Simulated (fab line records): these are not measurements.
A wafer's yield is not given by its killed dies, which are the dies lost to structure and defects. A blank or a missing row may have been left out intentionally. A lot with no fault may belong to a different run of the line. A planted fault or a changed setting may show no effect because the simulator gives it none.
Problem report in the 8D (eight disciplines) form, filled by code | flow sky130 | the parts of the form that need people (team, actions taken, sign-off) are left out

== 1. WHAT IS WRONG ==
Mean of beam-energy-keV at SKY_LDD_LDN_IMPLANT_09: 16.609 across 6 wafers in 2 lots; on wafers with no fault it is 15.001 (standard deviation 0.0044). That is +99 or more standard deviations from the usual mean.
First observed at day 31 02:04: wafer L753.2, on implanter-03. The record holds 39 wafers of 13 lots with a number at this step. Rule for "out" (also "out of limits"): further than 4 standard deviations from the usual mean. Any other wafer with a number is counted as sound.

== 2. WHAT IT IS; WHAT IT IS NOT ==
question                    | is                     | is not
which readings at this step | beam-energy-keV        | -
which lots                  | L753, L754             | L734, L735, L736, L738, L739, L740, L742, L743, L744, L748, L757
which wafers of those lots  | all that have a number | -
read on which tools         | implanter-03           | implanter-01, implanter-04
when                        | from day 31 02:04      | up to then (30 sound wafers); but 3 sound wafers of L757 came after

== 3. THE SUSPECTS, EACH WITH WHAT RULES IT OUT ==
Counting: a tool at any process step up to the reading remains a suspect when it ran all the lots that are out and ran no sound lot after the first of those.
- plasma-asher-01 at SKY_LDD_HVN_STRIP_09 (strips in O2/N2): kept. It ran every lot that is out, first L753 (day 28 17:28), and no sound lot after that; its last sound lot up to then is L744 (day 23 19:25).
- implanter-03 at SKY_LDD_LDN_IMPLANT_09: kept. It ran every lot that is out, first L753 (day 31 02:04), and no sound lot after that; its last sound lot up to then is L740 (day 24 22:12). On those wafers its own readings are out: beam-energy-keV.
What counting leaves: plasma-asher-01 at SKY_LDD_HVN_STRIP_09 and implanter-03 at SKY_LDD_LDN_IMPLANT_09.

== 4. THE CAUSE (what the simulator had put in) ==
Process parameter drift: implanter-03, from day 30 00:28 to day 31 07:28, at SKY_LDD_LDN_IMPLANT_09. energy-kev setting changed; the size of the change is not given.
2 suspects survive the count, and this tool is in that group.

== 5. THE EFFECT CHAIN, in route order ==
Each row: a reading where the mean over the struck wafers with a number is more than 3 standard deviations away from the usual. Only readings whose record carries a usual standard deviation are examined. hours: median over the lots of the time between each lot's start at the first step of this table that gives one and its start at this step. sigmas: the change, counted in usual standard deviations.
hours | step                   | reading         | usual  | on struck wafers | change | sigmas
0     | SKY_LDD_LDN_IMPLANT_09 | beam-energy-keV | 15.001 | 16.609           | +1.608 | +99 or more
Process steps it contains:
- SKY_LDD_LDN_IMPLANT_09
At these later measuring or inspecting steps, every struck wafer for which the step has a row has a number for every such reading, and none has moved that far: SKY_LDD_LDN_TW_MEAS_13.

== 6. HOW IT WOULD HAVE BEEN CAUGHT EARLIER ==
First out-of-limits reading in this record: day 31 02:04, which is 26 hours after fault onset at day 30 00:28.
